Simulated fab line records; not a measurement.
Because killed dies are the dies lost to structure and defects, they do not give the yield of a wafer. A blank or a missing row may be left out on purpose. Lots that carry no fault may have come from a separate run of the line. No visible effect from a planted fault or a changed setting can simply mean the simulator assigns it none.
fab line records    flow sky130
record: lots: 24  wafers: 72  lastDay: 50
route steps=708 shown FIELD_ISO@14 LDD_LDN@301 LI_CONTACT@365 CONTACT@406 VIA1@482
lots untouched by any fault: they come from a run of this same line in which no faults occurred
startH: hours from the record's opening day to when the first of the lot's shown wafers began    waitH: how many hours have passed since the lot's step before this one    " as in the row above    L1.1+2: several wafers, shown together as one row    - no value present, or no start provided    * or withheld: withheld    < > ~ a bound
route shown NAME@n: NAME is a module with steps in the file, n the number in the route of the first one    usual: mean/standard deviation of fault-free wafers    same: alike in all rows    chamber/n: place in a boat    sites: each site's reading    _std_site: standard deviation of those values    _edge_site: mean of outer sites minus mean of inner sites    radiusMm: how far each site lies from the wafer's centre    mask NAME#n: copy n    behind: the tool/chamber that last shaped the wafer    hold: reason for holding the lot/hours on hold/outcome of the hold    device: which transistor (n, p or np) failed to switch    end of line: the tests these same wafers got at the end of their route    for a step that has no rows: nothing shown but its recipe    killed: not the wafer's yield, but the dies lost to structure and defects at the first sort    map: a wafer's dies, marking killed ones x, the rest . and places with no die _
set.NAME: the setting that was run; set.NAME@STEP: the one run at that earlier step    model.NAME: the simulator's own value behind a step, which no gauge read
a sample of lots followed through the steps of the route, with each step as a table and each wafer as a row
services: when a tool's chamber went out of use (startH, in hours from the record's first day, below 0 if earlier), for how many hours, and the reason
== steps ==
step: SKY_FIELD_ISO_CD_MEAS_13
recipe: targetCdNm: 150
usual: cdNm: 150.7/1.8
lot.wafer  tool      chamber  startH  waitH  cdNm
L074.2     cdSem-01  -        27.87   -      150.8
L074.3     "         -        "       "      151.7
L074.6     "         -        "       "      151.0
L075.1     cdSem-01  -        32.30   -      149.4
L075.2     "         -        "       "      149.4
L075.3     "         -        "       "      147.5
L076.2     cdSem-02  -        42.26   -      152.8
L076.4     "         -        "       "      152.0
L076.5     "         -        "       "      151.5
L077.2     cdSem-02  -        46.61   -      151.6
L077.3     "         -        "       "      152.4
L077.6     "         -        "       "      152.6
L078.3     cdSem-01  -        53.24   -      152.3
L078.4     "         -        "       "      152.0
L078.5     "         -        "       "      152.9
L079.2     cdSem-02  -        55.07   -      151.8
L079.5     "         -        "       "      148.9
L079.6     "         -        "       "      150.1
L080.2     cdSem-02  -        60.61   -      148.7
L080.4     "         -        "       "      149.8
L080.6     "         -        "       "      149.6
L081.1     cdSem-02  -        65.14   -      149.5
L081.4     "         -        "       "      150.0
L081.5     "         -        "       "      148.4
L082.4     cdSem-01  -        69.51   -      151.8
L082.5     "         -        "       "      150.6
L082.6     "         -        "       "      149.9
L083.1     cdSem-01  -        76.20   -      150.9
L083.2     "         -        "       "      150.7
L083.3     "         -        "       "      150.2
L084.4     cdSem-02  -        85.40   -      148.1
L084.5     "         -        "       "      149.1
L084.6     "         -        "       "      150.0
L085.1     cdSem-01  -        86.99   -      148.5
L085.2     "         -        "       "      148.8
L085.5     "         -        "       "      148.9
L086.3     cdSem-01  -        90.73   -      149.3
L086.5     "         -        "       "      150.7
L086.6     "         -        "       "      151.0
L087.2     cdSem-01  -        96.97   -      148.4
L087.3     "         -        "       "      149.1
L087.6     "         -        "       "      150.1
L088.1     cdSem-01  -        100.19  -      147.5
L088.2     "         -        "       "      145.8
L088.5     "         -        "       "      145.9
L089.1     cdSem-01  -        107.44  -      154.4
L089.5     "         -        "       "      153.7
L089.6     "         -        "       "      153.4
L090.1     cdSem-01  -        112.24  -      149.6
L090.5     "         -        "       "      149.4
L090.6     "         -        "       "      150.4
L091.3     cdSem-02  -        117.68  -      152.9
L091.4     "         -        "       "      153.6
L091.5     "         -        "       "      153.9
L092.1     cdSem-01  -        122.10  -      150.1
L092.2     "         -        "       "      153.1
L092.6     "         -        "       "      150.8
L093.1     cdSem-01  -        126.79  -      151.4
L093.2     "         -        "       "      151.1
L093.4     "         -        "       "      149.9
L094.1     cdSem-02  -        132.10  -      150.4
L094.3     "         -        "       "      149.8
L094.6     "         -        "       "      151.2
L095.3     cdSem-02  -        138.64  -      151.5
L095.4     "         -        "       "      152.6
L095.5     "         -        "       "      150.0
L096.2     cdSem-01  -        145.71  -      153.0
L096.3     "         -        "       "      152.1
L096.4     "         -        "       "      153.2
L097.3     cdSem-01  -        151.18  -      152.2
L097.4     "         -        "       "      153.4
L097.5     "         -        "       "      152.5
step: SKY_LDD_LDN_STRIP_12
recipe: chemistry: O2/N2  powerW: 1400  pressureMtorr: 1500  platenTempC: withheld  o2FlowSccm: 3000  n2FlowSccm: 300  overashFraction: 0.5
usual: drypumpMotorCurrentA: 5.7/0.4  n2FlowSccm: 300.0/0.95  oesProductAu: 0.715/0.0046  stripTimeToEndpointS: 14.18/0.034
lot.wafer  tool            chamber  startH  waitH  drypumpMotorCurrentA  n2FlowSccm  oesProductAu  rfHoursCounterH  stripTimeToEndpointS
L074.2     plasmaAsher-03  1        529.10  0.1    6.0                   302.4       0.730         9                14.16
L074.3     "               0        "       "      6.6                   299.8       0.719         -                14.22
L074.6     "               0        "       "      6.6                   299.6       0.706         -                14.18
L075.1     plasmaAsher-01  1        539.87  0.1    5.2                   300.4       0.725         77               14.21
L075.2     "               0        "       "      5.5                   299.8       0.715         77               14.27
L075.3     "               1        "       "      5.1                   298.9       0.711         -                14.25
L076.2     plasmaAsher-02  0        547.35  0.1    5.9                   302.0       0.711         43               14.15
L076.4     "               0        "       "      5.9                   300.9       0.724         -                14.10
L076.5     "               1        "       "      5.9                   301.1       0.713         -                14.19
L077.2     plasmaAsher-02  0        564.60  0.1    5.9                   298.8       0.711         44               14.17
L077.3     "               0        "       "      5.9                   300.0       0.718         -                14.19
L077.6     "               0        "       "      5.9                   300.8       0.710         -                14.17
L078.3     plasmaAsher-01  1        571.72  0.1    5.2                   300.6       0.712         -                14.19
L078.4     "               0        "       "      5.5                   301.3       0.715         -                14.24
L078.5     "               1        "       "      5.2                   299.4       0.714         -                14.23
L079.2     plasmaAsher-01  1        582.17  0.1    5.2                   300.6       0.720         81               14.20
L079.5     "               0        "       "      5.5                   299.8       0.717         -                14.18
L079.6     "               1        "       "      5.2                   298.9       0.720         -                14.21
L080.2     plasmaAsher-02  0        589.62  0.1    5.9                   299.7       0.721         47               14.16
L080.4     "               0        "       "      5.9                   299.5       0.718         -                14.13
L080.6     "               1        "       "      5.9                   301.1       0.713         -                14.10
L081.1     plasmaAsher-02  1        589.92  0.1    5.9                   300.5       0.721         47               14.22
L081.4     "               0        "       "      5.9                   300.8       0.711         -                14.17
L081.5     "               0        "       "      5.9                   300.5       0.705         -                14.21
L082.4     plasmaAsher-02  0        599.27  0.1    5.9                   300.0       0.720         -                14.16
L082.5     "               1        "       "      5.9                   300.0       0.714         -                14.15
L082.6     "               0        "       "      5.9                   300.4       0.718         -                14.13
L083.1     plasmaAsher-01  0        609.69  0.1    5.5                   300.7       0.716         84               14.20
L083.2     "               1        "       "      5.2                   300.4       0.718         84               14.20
L083.3     "               1        "       "      5.2                   300.7       0.709         -                14.15
L084.4     plasmaAsher-03  1        620.71  0.1    6.0                   299.6       0.714         -                14.21
L084.5     "               1        "       "      6.0                   300.2       0.718         -                14.18
L084.6     "               0        "       "      6.6                   300.4       0.721         -                14.22
L085.1     plasmaAsher-01  1        625.87  0.1    5.2                   300.7       0.714         86               14.18
L085.2     "               0        "       "      5.5                   302.6       0.717         86               14.20
L085.5     "               0        "       "      5.5                   301.9       0.715         -                14.23
L087.2     plasmaAsher-01  0        634.72  0.1    5.5                   299.2       0.714         86               14.25
L087.3     "               1        "       "      5.2                   298.7       0.717         -                14.25
L087.6     "               1        "       "      5.2                   299.1       0.715         -                14.25
L086.3     plasmaAsher-03  1        637.97  0.1    6.0                   299.2       0.718         -                14.15
L086.5     "               1        "       "      6.0                   298.3       0.719         -                14.15
L086.6     "               0        "       "      6.5                   299.3       0.706         -                14.13
L088.1     plasmaAsher-01  0        648.84  0.1    5.5                   299.7       0.711         88               14.18
L088.2     "               1        "       "      5.2                   299.9       0.714         88               14.18
L088.5     "               1        "       "      5.2                   300.6       0.711         -                14.18
L089.1     plasmaAsher-03  0        652.64  0.1    6.6                   298.9       0.726         22               14.21
L089.5     "               1        "       "      6.0                   300.4       0.714         -                14.18
L089.6     "               0        "       "      6.5                   301.2       0.714         -                14.21
L090.1     plasmaAsher-01  1        666.65  0.1    5.2                   298.3       0.717         90               14.18
L090.5     "               1        "       "      5.2                   298.5       0.720         -                14.15
L090.6     "               0        "       "      5.5                   298.2       0.716         -                14.17
L091.3     plasmaAsher-02  0        673.32  0.1    5.9                   299.4       0.726         -                14.13
L091.4     "               1        "       "      5.9                   299.2       0.717         -                14.17
L091.5     "               0        "       "      5.9                   300.4       0.716         -                14.16
L092.1     plasmaAsher-01  0        681.62  0.1    5.5                   299.7       0.721         92               14.15
L092.2     "               1        "       "      5.2                   299.9       0.717         92               14.17
L092.6     "               0        "       "      5.5                   299.7       0.717         -                14.15
L093.1     plasmaAsher-01  1        687.75  0.1    5.2                   301.2       0.707         93               14.23
L093.2     "               0        "       "      5.5                   300.3       0.717         93               14.15
L093.4     "               0        "       "      5.5                   299.3       0.717         -                14.13
L095.3     plasmaAsher-02  1        698.41  0.1    5.9                   298.3       0.714         -                14.17
L095.4     "               0        "       "      5.9                   300.6       0.716         -                14.15
L095.5     "               1        "       "      5.9                   299.7       0.709         -                14.18
L094.1     plasmaAsher-02  0        703.59  0.1    5.9                   300.9       0.716         60               14.18
L094.3     "               0        "       "      5.9                   299.4       0.712         -                14.15
L094.6     "               1        "       "      5.9                   300.6       0.704         -                14.15
L096.2     plasmaAsher-01  0        713.47  0.1    5.5                   300.8       0.717         96               14.23
L096.3     "               0        "       "      5.5                   300.8       0.713         -                14.18
L096.4     "               1        "       "      5.2                   300.4       0.711         -                14.18
L097.3     plasmaAsher-02  1        719.60  0.2    5.9                   298.5       0.706         -                14.23
L097.4     "               0        "       "      5.9                   299.9       0.718         -                14.18
L097.5     "               1        "       "      5.9                   300.7       0.708         -                14.16
step: SKY_LI_CONTACT_BOW_MEAS_03
recipe: mode: bow
usual: LI_CONTACT_BOW: 55/7.7
lot.wafer  tool          chamber  startH  waitH  LI_CONTACT_BOW[um]
L074.2     filmMetro-04  -        650.98  0.2    71
L074.3     "             -        "       "      56
L074.6     "             -        "       "      54
L075.1     filmMetro-04  -        661.43  0.2    63
L075.2     "             -        "       "      56
L075.3     "             -        "       "      47
L076.2     filmMetro-03  -        668.01  0.3    58
L076.4     "             -        "       "      57
L076.5     "             -        "       "      61
L077.2     filmMetro-03  -        683.37  0.1    61
L077.3     "             -        "       "      53
L077.6     "             -        "       "      56
L079.2     filmMetro-02  -        702.50  0.2    59
L079.5     "             -        "       "      48
L079.6     "             -        "       "      41
L078.3     filmMetro-04  -        702.82  0.1    43
L078.4     "             -        "       "      50
L078.5     "             -        "       "      52
L080.2     filmMetro-02  -        709.80  0.2    63
L080.4     "             -        "       "      43
L080.6     "             -        "       "      56
L081.1     filmMetro-02  -        711.98  0.1    57
L081.4     "             -        "       "      52
L081.5     "             -        "       "      54
L082.4     filmMetro-02  -        715.44  0.2    47
L082.5     "             -        "       "      59
L082.6     "             -        "       "      53
L083.1     filmMetro-03  -        726.45  0.2    65
L083.2     "             -        "       "      70
L083.3     "             -        "       "      53
L084.4     filmMetro-02  -        737.65  0.2    56
L084.5     "             -        "       "      47
L084.6     "             -        "       "      46
L085.1     filmMetro-03  -        741.46  0.1    48
L085.2     "             -        "       "      62
L085.5     "             -        "       "      48
L087.2     filmMetro-03  -        750.80  0.3    52
L087.3     "             -        "       "      61
L087.6     "             -        "       "      59
L086.3     filmMetro-02  -        752.38  0.2    59
L086.5     "             -        "       "      59
L086.6     "             -        "       "      49
L088.1     filmMetro-02  -        762.34  0.2    64
L088.2     "             -        "       "      52
L088.5     "             -        "       "      50
L089.1     filmMetro-04  -        765.67  0.2    57
L089.5     "             -        "       "      55
L089.6     "             -        "       "      64
L090.1     filmMetro-04  -        779.22  0.2    48
L090.5     "             -        "       "      56
L090.6     "             -        "       "      40
L091.3     filmMetro-03  -        787.47  0.2    76
L091.4     "             -        "       "      59
L091.5     "             -        "       "      51
L092.1     filmMetro-04  -        792.27  0.2    47
L092.2     "             -        "       "      52
L092.6     "             -        "       "      42
L093.1     filmMetro-02  -        799.58  0.1    46
L093.2     "             -        "       "      61
L093.4     "             -        "       "      49
L095.3     filmMetro-03  -        812.71  0.3    58
L095.4     "             -        "       "      51
L095.5     "             -        "       "      62
L094.1     filmMetro-04  -        815.08  0.1    53
L094.3     "             -        "       "      54
L094.6     "             -        "       "      46
L096.2     filmMetro-04  -        825.79  0.2    44
L096.3     "             -        "       "      53
L096.4     "             -        "       "      54
L097.3     filmMetro-03  -        830.39  0.2    59
L097.4     "             -        "       "      68
L097.5     "             -        "       "      61
step: SKY_CONTACT_CVD_00
recipe: material: Si3N4  targetThkNm: 75  tempC: 400  timeS: withheld  rfW: 450
usual: heaterPowerW: 725/77
lot.wafer  tool      chamber  startH  waitH  heaterPowerW
L074.2     pecvd-03  0        710.05  0.0    794
L074.3     "         1        "       "      712
L074.6     "         0        "       "      779
L075.1     pecvd-02  0        719.56  0.0    879
L075.2     "         1        "       "      613
L075.3     "         2        "       "      670
L076.2     pecvd-03  0        725.02  0.0    795
L076.4     "         0        "       "      789
L076.5     "         2        "       "      708
L077.2     pecvd-02  2        740.46  0.0    672
L077.3     "         1        "       "      645
L077.6     "         2        "       "      686
L079.2     pecvd-02  0        760.38  0.0    859
L079.5     "         1        "       "      677
L079.6     "         2        "       "      731
L078.3     pecvd-03  1        760.93  0.0    671
L078.4     "         1        "       "      680
L078.5     "         2        "       "      632
L080.2     pecvd-03  0        766.49  0.0    732
L080.4     "         2        "       "      689
L080.6     "         1        "       "      726
L081.1     pecvd-02  0        767.47  0.0    882
L081.4     "         1        "       "      620
L081.5     "         2        "       "      636
L082.4     pecvd-03  2        772.19  0.0    733
L082.5     "         0        "       "      769
L082.6     "         1        "       "      770
L083.1     pecvd-03  2        782.45  0.0    707
L083.2     "         1        "       "      770
L083.3     "         0        "       "      728
L084.4     pecvd-02  1        793.33  0.0    678
L084.5     "         2        "       "      675
L084.6     "         0        "       "      919
L085.1     pecvd-03  1        796.61  0.0    696
L085.2     "         0        "       "      773
L085.5     "         2        "       "      733
L087.2     pecvd-04  2        807.12  0.0    633
L087.3     "         1        "       "      667
L087.6     "         0        "       "      887
L086.3     pecvd-02  1        807.54  0.0    711
L086.5     "         1        "       "      545
L086.6     "         2        "       "      700
L088.1     pecvd-04  2        818.71  0.0    641
L088.2     "         1        "       "      654
L088.5     "         1        "       "      673
L089.1     pecvd-03  1        821.53  0.0    778
L089.5     "         2        "       "      710
L089.6     "         1        "       "      785
L090.1     pecvd-04  2        835.18  0.0    622
L090.5     "         0        "       "      761
L090.6     "         2        "       "      657
L091.3     pecvd-02  0        842.57  0.0    901
L091.4     "         1        "       "      664
L091.5     "         0        "       "      899
L092.1     pecvd-03  1        847.63  0.0    713
L092.2     "         0        "       "      757
L092.6     "         2        "       "      715
L093.1     pecvd-04  1        855.89  0.0    772
L093.2     "         0        "       "      767
L093.4     "         2        "       "      647
L095.3     pecvd-02  2        866.80  0.0    700
L095.4     "         0        "       "      804
L095.5     "         1        "       "      670
L094.1     pecvd-03  1        868.60  0.0    747
L094.3     "         2        "       "      652
L094.6     "         2        "       "      674
L096.2     pecvd-04  2        879.81  0.0    654
L096.3     "         2        "       "      666
L096.4     "         1        "       "      712
L097.3     pecvd-02  2        884.48  0.0    632
L097.4     "         1        "       "      688
L097.5     "         0        "       "      941
step: SKY_CONTACT_CD_MEAS_14
recipe: targetCdNm: 170
usual: cdNm: 170.6/1.4
lot.wafer  tool      chamber  startH  waitH  cdNm
L074.2     cdSem-02  -        737.78  -      170.6
L074.3     "         -        "       "      171.4
L074.6     "         -        "       "      172.1
L075.1     cdSem-02  -        746.99  -      170.7
L075.2     "         -        "       "      170.5
L075.3     "         -        "       "      170.1
L076.2     cdSem-02  -        751.98  -      172.4
L076.4     "         -        "       "      171.2
L076.5     "         -        "       "      172.1
L077.2     cdSem-02  -        767.53  -      170.4
L077.3     "         -        "       "      172.7
L077.6     "         -        "       "      171.1
L079.2     cdSem-02  -        787.78  -      171.2
L079.5     "         -        "       "      172.4
L079.6     "         -        "       "      171.9
L078.3     cdSem-02  -        788.80  -      170.8
L078.4     "         -        "       "      170.1
L078.5     "         -        "       "      170.2
L080.2     cdSem-02  -        793.87  -      169.6
L080.4     "         -        "       "      170.7
L080.6     "         -        "       "      168.6
L081.1     cdSem-02  -        794.85  -      168.0
L081.4     "         -        "       "      168.7
L081.5     "         -        "       "      168.5
L082.4     cdSem-01  -        798.82  -      171.4
L082.5     "         -        "       "      170.4
L082.6     "         -        "       "      169.5
L083.1     cdSem-02  -        809.00  -      173.8
L083.2     "         -        "       "      172.8
L083.3     "         -        "       "      172.9
L084.4     cdSem-02  -        820.97  -      170.8
L084.5     "         -        "       "      170.5
L084.6     "         -        "       "      169.1
L085.1     cdSem-01  -        824.49  -      172.4
L085.2     "         -        "       "      172.9
L085.5     "         -        "       "      171.5
L087.2     cdSem-02  -        834.42  -      168.1
L087.3     "         -        "       "      168.9
L087.6     "         -        "       "      170.0
L086.3     cdSem-02  -        834.85  -      170.5
L086.5     "         -        "       "      169.7
L086.6     "         -        "       "      170.5
L088.1     cdSem-02  -        846.20  -      170.6
L088.2     "         -        "       "      170.6
L088.5     "         -        "       "      170.4
L089.1     cdSem-01  -        847.91  -      171.1
L089.5     "         -        "       "      171.3
L089.6     "         -        "       "      169.6
L090.1     cdSem-01  -        861.25  -      169.0
L090.5     "         -        "       "      170.1
L090.6     "         -        "       "      168.5
L091.3     cdSem-02  -        868.14  -      168.8
L091.4     "         -        "       "      169.6
L091.5     "         -        "       "      168.3
L092.1     cdSem-01  -        873.56  -      172.4
L092.2     "         -        "       "      171.0
L092.6     "         -        "       "      170.6
L093.1     cdSem-01  -        881.89  -      169.7
L093.2     "         -        "       "      169.1
L093.4     "         -        "       "      168.9
L095.3     cdSem-02  -        893.60  -      171.1
L095.4     "         -        "       "      171.8
L095.5     "         -        "       "      170.4
L094.1     cdSem-01  -        894.71  -      169.2
L094.3     "         -        "       "      169.1
L094.6     "         -        "       "      169.1
L096.2     cdSem-01  -        906.23  -      171.7
L096.3     "         -        "       "      171.3
L096.4     "         -        "       "      172.1
L097.3     cdSem-02  -        910.70  -      173.3
L097.4     "         -        "       "      173.7
L097.5     "         -        "       "      174.3
step: SKY_VIA1_CMP_24
recipe: stopOn: SiO2  tOverpolishS: 15  downForcePsi: 3.5  platenRpm: 60  targetThkNm: 0  padVelocityMS: 0.94248
usual: motorCurrentA: 11.3/1.2  overpolishRunS: 15.000/0.0089  timeToEndpointS: 67.3/2.7
lot.wafer  tool    chamber  startH  waitH  motorCurrentA  overpolishRunS  timeToEndpointS
L074.3     cmp-01  3        795.10  0.0    13.3           15.010          68.4
L074.2     "       0        "       "      10.8           15.003          63.7
L074.6     "       3        "       "      12.5           15.005          67.7
L075.1     cmp-02  3        805.86  0.1    9.7            15.005          71.6
L075.2     "       0        "       "      10.3           15.005          70.5
L075.3     "       1        "       "      11.9           14.988          69.1
L076.4     cmp-01  1        809.11  0.0    12.8           14.975          66.8
L076.2     "       0        "       "      10.3           14.991          65.3
L076.5     "       1        "       "      12.3           14.995          70.2
L077.2     cmp-01  3        826.07  0.2    12.6           15.004          71.5
L077.3     "       2        "       "      11.0           14.997          64.0
L077.6     "       0        "       "      10.7           14.997          68.2
L079.2     cmp-01  2        846.11  0.2    11.6           15.004          69.8
L079.5     "       3        "       "      12.9           14.995          70.1
L079.6     "       0        "       "      10.4           15.012          68.7
L078.4     cmp-02  2        847.30  0.1    11.5           14.989          71.1
L078.3     "       3        "       "      9.6            14.996          74.9
L078.5     "       2        "       "      11.3           15.003          68.7
L080.4     cmp-01  0        852.57  0.0    10.8           15.007          65.6
L080.2     "       2        "       "      11.1           15.008          65.8
L080.6     "       1        "       "      13.8           15.012          71.1
L081.1     cmp-01  1        854.19  0.1    13.1           14.997          68.4
L081.4     "       3        "       "      13.2           14.978          70.4
L081.5     "       0        "       "      10.2           15.008          66.2
L082.4     cmp-02  1        856.61  0.1    11.8           14.996          66.3
L082.5     "       3        "       "      10.3           14.989          69.3
L082.6     "       0        "       "      10.5           15.003          64.9
L083.2     cmp-02  3        866.82  0.0    9.4            15.010          70.3
L083.3     "       0        "       "      11.3           15.016          67.5
L083.1     "       1        "       "      11.7           14.986          63.9
L084.4     cmp-01  2        876.77  0.1    11.1           14.999          62.8
L084.5     "       1        "       "      13.2           15.007          66.2
L084.6     "       2        "       "      11.1           15.017          62.6
L085.1     cmp-02  3        881.74  0.1    9.6            15.020          65.4
L085.2     "       1        "       "      11.3           15.000          63.3
L085.5     "       3        "       "      9.4            15.003          66.7
L086.3     cmp-01  0        889.93  0.1    10.7           15.003          66.7
L086.6     "       3        "       "      12.6           15.012          66.6
L086.5     "       0        "       "      9.9            15.008          65.4
L087.3     cmp-02  1        890.37  0.1    12.0           14.997          66.7
L087.2     "       2        "       "      12.1           15.008          67.6
L087.6     "       0        "       "      10.4           15.008          67.4
L088.2     cmp-01  3        901.83  0.0    12.4           14.990          67.2
L088.1     "       2        "       "      11.2           14.996          63.8
L088.5     "       3        "       "      13.2           14.991          68.3
L089.1     cmp-02  3        903.53  0.1    9.1            14.999          68.9
L089.6     "       3        "       "      9.2            15.009          71.8
L089.5     "       0        "       "      10.4           14.990          67.2
L090.1     cmp-01  0        917.88  0.2    10.1           14.994          67.4
L090.6     "       1        "       "      12.6           15.010          68.1
L090.5     "       2        "       "      11.0           15.008          68.2
L091.4     cmp-01  0        922.97  0.1    10.5           14.995          65.6
L091.3     "       2        "       "      10.7           14.988          67.3
L091.5     "       3        "       "      13.3           14.997          70.2
L092.2     cmp-01  3        929.60  0.1    12.8           14.985          68.1
L092.1     "       0        "       "      10.8           15.003          67.2
L092.6     "       3        "       "      12.5           14.998          67.5
L093.4     cmp-02  0        937.05  0.1    10.5           15.009          68.4
L093.2     "       1        "       "      11.9           14.996          65.7
L093.1     "       2        "       "      12.0           14.985          62.2
L095.4     cmp-01  1        948.29  0.1    13.2           14.989          68.7
L095.3     "       3        "       "      12.8           14.996          68.2
L095.5     "       0        "       "      10.2           14.998          65.6
L094.3     cmp-01  3        949.92  0.1    12.6           15.002          65.3
L094.1     "       0        "       "      10.3           14.993          63.9
L094.6     "       3        "       "      12.8           15.000          65.8
L096.3     cmp-01  3        959.41  0.0    12.6           15.006          63.9
L096.2     "       0        "       "      10.5           14.996          61.8
L096.4     "       2        "       "      11.2           14.990          64.4
L097.4     cmp-02  3        964.64  0.1    9.7            15.014          71.0
L097.3     "       1        "       "      11.9           14.992          65.8
L097.5     "       2        "       "      11.7           15.007          67.6
== services ==
tool            chamber  startH  hours  kind
cmp-01          -        510.00  4.6    pm
pecvd-03        -        523.59  1.8    repair
pecvd-02        -        537.26  0.4    repair
cmp-01          -        541.01  1.6    repair
pecvd-03        -        564.53  5.5    pm
cmp-01          -        572.11  4.0    pm
plasmaAsher-02  -        618.17  1.3    repair
cmp-01          -        618.29  2.8    repair
pecvd-02        -        623.64  0.9    repair
pecvd-02        -        648.89  0.6    repair
pecvd-02        -        657.20  5.5    pm
cmp-02          -        657.50  5.9    pm
cmp-02          -        675.52  1.5    repair
pecvd-02        -        677.02  0.8    repair
pecvd-03        -        688.88  6.0    pm
cmp-01          -        720.61  3.9    repair
pecvd-03        -        828.46  2.8    pm
pecvd-03        2        834.92  5.0    repair
cmp-01          -        849.54  1.2    repair
pecvd-03        -        871.37  2.7    repair
cmp-01          -        879.00  9.9    pm
plasmaAsher-01  -        888.89  0.7    repair
cmp-01          -        899.69  0.4    repair
cmp-01          -        912.11  4.0    pm
== key ==
fault none
